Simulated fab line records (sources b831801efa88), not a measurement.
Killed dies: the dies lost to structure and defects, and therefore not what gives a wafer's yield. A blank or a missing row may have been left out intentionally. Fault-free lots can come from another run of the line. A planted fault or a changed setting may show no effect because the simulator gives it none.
Matching of chambers / flow sky130 / rie_diel-04 running SKY_POLY_CUT_ETCH_10: 4 sister chambers
The step etches BARC in N2/H2, stops on SiO2, time 45.9 s, target depth 60 nm. 4 wafers are shown with their chamber, then 10 later ones without.

## WAFERS PAIRED WITH THEIR CHAMBERS
wafer=L086.4; chamber=1; drypump_motor_current_A (A)=5.0
wafer=L088.4; chamber=0; drypump_motor_current_A (A)=5.4
wafer=L089.1; chamber=3; drypump_motor_current_A (A)=5.0
wafer=L089.3; chamber=2; drypump_motor_current_A (A)=5.4

## WAFERS WITH NO CHAMBER GIVEN
wafer=L089.6; drypump_motor_current_A (A)=5.4
wafer=L090.2; drypump_motor_current_A (A)=5.0
wafer=L090.4; drypump_motor_current_A (A)=5.0
wafer=L090.5; drypump_motor_current_A (A)=5.5
wafer=L094.2; drypump_motor_current_A (A)=5.0
wafer=L094.5; drypump_motor_current_A (A)=5.0
wafer=L094.6; drypump_motor_current_A (A)=5.4
wafer=L097.1; drypump_motor_current_A (A)=5.0
wafer=L097.3; drypump_motor_current_A (A)=5.4
wafer=L097.4; drypump_motor_current_A (A)=5.5

## WHICH CHAMBER EACH WENT THROUGH
wafer=L089.6; from the rows above=can't be placed: 0 or 2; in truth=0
wafer=L090.2; from the rows above=can't be placed: 1 or 3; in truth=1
wafer=L090.4; from the rows above=can't be placed: 1 or 3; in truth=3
wafer=L090.5; from the rows above=can't be placed: 0 or 2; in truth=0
wafer=L094.2; from the rows above=can't be placed: 1 or 3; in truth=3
wafer=L094.5; from the rows above=can't be placed: 1 or 3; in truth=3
wafer=L094.6; from the rows above=can't be placed: 0 or 2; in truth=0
wafer=L097.1; from the rows above=can't be placed: 1 or 3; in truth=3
wafer=L097.3; from the rows above=can't be placed: 0 or 2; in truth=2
wafer=L097.4; from the rows above=can't be placed: 0 or 2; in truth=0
Correct placement for 0 of the 10. Cannot be placed on the basis of these rows: 10; the candidates contain the true chamber in 10. Placed wrongly: 0.
How it was worked out, from the rows above alone: a wafer's distance from a chamber is the root of the sum, over the readings, of the square of ((its reading less the chamber's mean) divided by the reading's scatter). If the next closest chamber is less than 2 further off than the closest, the wafer can't be placed; otherwise it belongs to the closest. The mean given for a chamber averages the wafers shown for that chamber. The scatter: root of mean squared gap, hidden wafer to nearest shown wafer, with one shown wafer a chamber.
